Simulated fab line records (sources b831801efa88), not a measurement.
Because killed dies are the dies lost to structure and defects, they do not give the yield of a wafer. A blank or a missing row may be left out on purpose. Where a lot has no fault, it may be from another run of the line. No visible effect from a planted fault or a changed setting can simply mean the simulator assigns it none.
A struck lot beside a sound one ; flow sky130 ; 17 out of 708 route steps
Sound: the wafers L307.2, L307.4, L307.6. The struck wafers were L306.1, L306.2, L306.4. The cause comes at the end.
Order at every step that has rows: each side's tool, ch and its chambers, its first start. Under that, the readings that differ: sound wafers ; struck wafers ; difference of the means ; sigmas: that difference in standard deviations of wafers without a fault.
alike: readings whose means differ by less than 2 such deviations, and words and numbers that are the same on both sides. not compared: withheld readings, readings that some wafer has no value for, bounds like >300 that may hide the same value, and numbers for which the record gives no deviation and whose values overlap.
A row with sigmas, a row that says differs or no value, or rows on one side alone: a step with any of these is where the two part. Numbers that have no deviation but don't overlap get no sigmas and don't part them. A reading missing from all wafers of one side parts the sides only when that side holds two or more wafers.

SKY_VT_ADJUST_HVTR_OVL_MEAS_08:
  sound on overlay-01, day 13 07:03; struck on overlay-02, day 12 20:49
  alike: VT_ADJUST_HVTR_OVL
after that, 1 step had no rows for these wafers: SKY_VT_ADJUST_HVTR_IMPLANT_09.
SKY_VT_ADJUST_HVTR_STRIP_10: strips in O2/N2.
  sound on plasmaAsher-03 ch 0,1, day 13 07:14; struck on plasmaAsher-03 ch 0,1, day 12 21:08
  alike: drypumpMotorCurrentA, n2FlowSccm, oesProductAu, stripTimeToEndpointS
  not compared: rfHoursCounterH
SKY_VT_ADJUST_HVTR_TW_MEAS_11:
  sound on filmMetro-03, day 13 07:20; struck on filmMetro-03, day 12 21:14
  alike: VT_ADJUST_HVTR_TW
then, 7 steps without rows for these wafers: SKY_VT_ADJUST_PCH_DEHYDRATE_00 (time 60 s); SKY_VT_ADJUST_PCH_HMDS_01 (prime time 60 s); SKY_VT_ADJUST_PCH_COAT_02 (resist thk 3000 nm); SKY_VT_ADJUST_PCH_SOFTBAKE_03; SKY_VT_ADJUST_PCH_EXPOSE_04 (exposes mask NWM, target cd 840 nm); SKY_VT_ADJUST_PCH_PEB_05; SKY_VT_ADJUST_PCH_DEVELOP_06 (develop time 60 s).
SKY_VT_ADJUST_PCH_OVL_MEAS_07:
  sound on overlay-01, day 14 09:11; struck on overlay-02, day 13 22:59
reading;sound;struck;difference;sigmas
VT_ADJUST_PCH_OVL (nm);2.1 1.7 2.0;-1.6 -2.2 -0.9;-3.5;-2
SKY_VT_ADJUST_PCH_IMPLANT_08:
  sound on implanter-04 ch 0, day 14 09:15; struck on implanter-03 ch 0, day 13 23:01
reading;sound;struck;difference;sigmas
beamOnS (s);9.97 10.07 10.16;12.10 12.62 12.27;+2.26;+12
endStationPressureTorr (Torr);5.35e-06 5.13e-06 5.15e-06;0.00010906 0.00011113 0.0001044;+0.00010299;+99 or more
faradayCurrentUA;2.84 2.78 2.79;2.37 2.24 2.33;-0.49;-9
SKY_VT_ADJUST_PCH_STRIP_09: strips in O2/N2.
  sound on plasmaAsher-04 ch 0,1, day 14 09:22; struck on plasmaAsher-04 ch 0,1, day 13 23:10
  alike: drypumpMotorCurrentA, n2FlowSccm, oesProductAu, stripTimeToEndpointS
  not compared: rfHoursCounterH
SKY_VT_ADJUST_PCH_TW_MEAS_10:
  sound on filmMetro-01, day 14 09:29; struck on filmMetro-04, day 13 23:16
reading;sound;struck;difference;sigmas
VT_ADJUST_PCH_TW;141.3 141.4 141.8;152.0 152.9 152.9;+11.1;+7
then, 1 step without rows for these wafers: SKY_SONOS_TUNNEL_DEHYDRATE_00 (time 60 s).
-- record jumps: 35 days separate the struck wafers' starts on either side; left off in module SONOS_TUNNEL, taken up again in module PAD_OPEN, whose first shown step is the route's number 708 --
SKY_PAD_OPEN_PROBE_99:
  sound on prober-02, day 49 03:47; struck on prober-01, day 48 21:29
reading;sound;struck;difference;sigmas
killed_at_M4_up;4 3 2;10 4 6;+4;+2
model.etest.pfet_01v8_lvt.driveUaUm;175.6 171.9 175.1;178.2 180.4 178.6;+4.9;
model.etest.pfetG5v0d10v5.offLog10AUm;-12.86 -13.02 -12.81;-11.72 -12.09 -11.97;+0.97;
model.etest.pfet_01v8_lvt.offLog10AUm;-9.098 -8.954 -9.122;-8.433 -8.375 -8.323;+0.681;
model.etest.pfetG5v0d10v5.vtSatV (V);-0.6805 -0.6813 -0.6616;-0.5561 -0.5893 -0.5648;+0.1044;
model.etest.pfet_16v.vtV (V);-1.13 -1.128 -1.133;-1.041 -1.03 -1.042;+0.093;
model.etest.pfetG5v0d10v5.vtV (V);-0.8647 -0.8622 -0.8403;-0.7616 -0.7879 -0.7696;+0.0827;
model.etest.pfetG5v0d10v5.vtLongV (V);-0.954 -0.958 -0.9595;-0.8806 -0.865 -0.8742;+0.0839;
model.etest.pfet_01v8_lvt.vtSatV (V);-0.4604 -0.4614 -0.4616;-0.4004 -0.3981 -0.4024;+0.0608;
  alike: killed_at_M0_to_M3, killedAtContacts, killedAtFrontEnd, killedAtOther, killedDies, killedOpen, killedShort

WHERE THEY PART
At SKY_VT_ADJUST_PCH_OVL_MEAS_07 first; at SKY_PAD_OPEN_PROBE_99 last (within this record only).

WHY: what the simulator had put in
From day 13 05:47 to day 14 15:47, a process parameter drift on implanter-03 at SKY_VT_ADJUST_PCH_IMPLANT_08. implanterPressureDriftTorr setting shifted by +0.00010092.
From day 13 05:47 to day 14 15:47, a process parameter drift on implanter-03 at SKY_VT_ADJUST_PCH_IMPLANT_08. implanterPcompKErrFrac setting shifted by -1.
